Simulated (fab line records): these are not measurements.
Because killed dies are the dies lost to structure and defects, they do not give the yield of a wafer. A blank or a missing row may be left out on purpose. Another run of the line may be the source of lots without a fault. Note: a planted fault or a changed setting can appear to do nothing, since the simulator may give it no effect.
A struck lot beside a sound one | flow sky130 | 20 steps out of a route of 708
Sound: these wafers, L687.1, L687.3, L687.4. Struck: wafers L694.3, L694.5, L694.6. The cause is named last.
Per side, at each step with rows, come the tool, then ch with its chambers, and then its first start. Under that, the readings that differ: sound wafers | struck wafers | difference of the means | sigmas: that difference in standard deviations of wafers without a fault.
alike: readings with means less than 2 such deviations apart, plus words and numbers identical on both sides. not compared: withheld readings, readings lacking a value on some wafer, bounds such as >300 that could conceal the same value, and numbers that have no deviation in the record and whose values overlap.
Wherever a step has rows on one side only, a row that says differs or no value, or a row with sigmas, the two part there. Numbers that have no deviation but don't overlap get no sigmas and don't part them. Lack of a reading on every wafer of one side parts them only where that side has two or more wafers.

SKY_LDD_HVP_OVL_MEAS_07:
  struck on overlay-01, day 24 22:07; sound on overlay-01, day 22 09:22
  alike: LDD_HVP_OVL
then, 1 step without rows for these wafers: SKY_LDD_HVP_IMPLANT_08.
SKY_LDD_HVP_STRIP_09: strips in O2/N2.
  sound on plasma-asher-04 ch 0,1, day 22 09:33; struck on plasma-asher-01 ch 0,1, day 24 22:25
  alike: drypump-motor-current-A, oes-product-au, strip-time-to-endpoint-s
  not compared: rf-hours-counter-h
SKY_LDD_HVP_TW_MEAS_10:
  struck on film-metro-04, day 24 22:30; sound on film-metro-01, day 22 09:39
  alike: LDD_HVP_TW
then, 7 steps without rows for these wafers: SKY_LDD_LDN_DEHYDRATE_00 (time 60 s); SKY_LDD_LDN_HMDS_01 (prime time 60 s); SKY_LDD_LDN_COAT_02 (resist thk 1140 nm); SKY_LDD_LDN_SOFTBAKE_03 (time 60 s); SKY_LDD_LDN_EXPOSE_04 (exposes mask LDNTM, target cd 700 nm); SKY_LDD_LDN_PEB_05; SKY_LDD_LDN_DEVELOP_06 (develop time 60 s).
SKY_LDD_LDN_OVL_MEAS_07:
  struck on overlay-01, day 26 03:43; sound on overlay-02, day 23 15:38
  alike: LDD_LDN_OVL
SKY_LDD_LDN_IMPLANT_08:
  sound on implanter-01 ch 0, day 23 15:41; struck on implanter-04 ch 0, day 26 04:07
  alike: end-station-pressure-torr, rotation-deg
then, 3 steps without rows for these wafers: SKY_LDD_LDN_IMPLANT_09; SKY_LDD_LDN_IMPLANT_10; SKY_LDD_LDN_IMPLANT_11.
SKY_LDD_LDN_STRIP_12: strips in O2/N2.
  sound on plasma-asher-03 ch 0,1, day 23 16:17; struck on plasma-asher-02 ch 0,1, day 26 04:59
  alike: drypump-motor-current-A, oes-product-au, strip-time-to-endpoint-s
  not compared: rf-hours-counter-h
SKY_LDD_LDN_TW_MEAS_13:
  struck on film-metro-02, day 26 05:05; sound on film-metro-04, day 23 16:23
  reading    | sound          | struck         | difference | sigmas
  LDD_LDN_TW | 1501 1488 1488 | 1587 1593 1596 | +100       | +11
then, 1 step without rows for these wafers: SKY_LDD_LDN_CLEAN_14 (cleans in SC1/SC2, time 150 s).
-- here the record skips 22 days between the struck wafers' starts before and after, leaving off in module LDD_LDN and picking up in module PAD_OPEN (first step shown: number 708 of the route) --
SKY_PAD_OPEN_PROBE_99:
  struck on prober-02, day 47 22:02; sound on prober-01, day 46 03:40
  reading                         | sound          | struck         | difference | sigmas
  model.etest.tip-sonos.rs-ohm-sq | 2646 2640 2608 | 2282 2298 2275 | -346       |
  alike: killed_at_M0_to_M3, killed_at_M4_up, killed-at-contacts, killed-at-front-end, killed-at-other, killed-dies, killed-on-rim, killed-open, killed-short

WHERE THEY PART
Only at SKY_LDD_LDN_TW_MEAS_13, within this record. Later steps at which nothing parts them and some readings are alike: SKY_PAD_OPEN_PROBE_99.

WHY: what the simulator had put in
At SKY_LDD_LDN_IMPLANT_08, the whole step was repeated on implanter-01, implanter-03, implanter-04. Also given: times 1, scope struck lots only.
